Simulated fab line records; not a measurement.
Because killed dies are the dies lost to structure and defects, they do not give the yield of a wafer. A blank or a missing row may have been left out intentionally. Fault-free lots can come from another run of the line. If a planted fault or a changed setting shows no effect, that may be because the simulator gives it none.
Code-filled problem report in 8D (eight disciplines) form / flow gf180mcu / the parts of the form that need people (team, actions taken, sign-off) are left out

1. THE PROBLEM
Mean of overpolish run s at GF_V4_CMP_26: 0.037 s across 2 wafers in 2 lots; on wafers with no fault it is 14.998 s (standard deviation 0.009). So: -99 or more standard deviations from the usual mean.
The step: polishes, stops on SiO2, t overpolish 15 s, target thk 0 nm.
The first sign was on wafer L502.5 at day 27 18:02, on cmp-01. The record has a number at this step for 41 wafers belonging to 14 lots. The rule behind "out" and "out of limits": a value lying over 4 standard deviations away from the usual mean. Any other wafer with a number is counted as sound.

2. WHAT IT IS AND WHAT IT IS NOT
question=which readings at this step | is=overpolish run s, time to endpoint s | is not=motor current A
question=which lots | is=L502, L504 | is not=L494, L495, L496, L497, L509, L510, L511, L512, L513, L514, L516, L517
question=which wafers of those lots | is=L502.5, L504.6 | is not=L502.2, L504.1, L504.2
question=read on which tools | is=cmp-01 | is not=cmp-02
question=when | is=from day 27 18:02 | is not=up to then (13 sound wafers); but 26 sound wafers of L504, L509, L510, L511, L512, L513, L514, L516, L517 came after

3. WHAT RULES OUT EACH SUSPECT
Counting: a tool at a process step up to the reading stays a suspect if it ran every lot that is out. Sound lots after the first of them don't rule it out here, since some wafers of a struck lot are sound.
- cmp-01 at GF_V3_CMP_26 (polishes, stops on SiO2, t overpolish 15 s, target thk 0 nm): kept. Every lot that is out went through it, the first being L502 (day 25 21:29); the last sound lot it ran before that was L495 (day 23 07:21).
- cmp-01 at GF_V4_CMP_26 (polishes, stops on SiO2, t overpolish 15 s, target thk 0 nm): kept. Every lot that is out went through it, the first being L502 (day 27 18:02); the last sound lot it ran before that was L497 (day 26 05:29). On those wafers its own readings are out: overpolish run s, time to endpoint s.
Left after counting: cmp-01 at GF_V3_CMP_26, cmp-01 at GF_V4_CMP_26.

4. THE CAUSE (what the simulator had put in)
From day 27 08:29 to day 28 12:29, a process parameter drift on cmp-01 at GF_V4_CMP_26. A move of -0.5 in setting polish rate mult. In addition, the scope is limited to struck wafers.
After counting, 2 suspects remain, this tool included.

5. THE CHAIN OF EFFECTS, in route order
Each row: a reading where the mean over the struck wafers with a number is more than 3 standard deviations away from the usual. Only readings whose record carries a usual standard deviation are examined. hours: median over the lots of the time between each lot's start at the first step of this table that gives one and its start at this step. sigmas: the change, counted in usual standard deviations.
hours=0; step=GF_V4_CMP_26; reading=overpolish run s; usual=14.998 s; on struck wafers=0.037; change=-14.961; sigmas=-99 or more
hours=0; step=GF_V4_CMP_26; reading=time to endpoint s; usual=85 s; on struck wafers=130; change=+46; sigmas=+14
It contains these process steps:
- GF_V4_CMP_26: polishes, stops on SiO2, t overpolish 15 s, target thk 0 nm.

6. HOW IT WOULD HAVE BEEN CAUGHT EARLIER
The fault began at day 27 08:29; the first out-of-limits reading in this record came at day 27 18:02, 10 hours later.
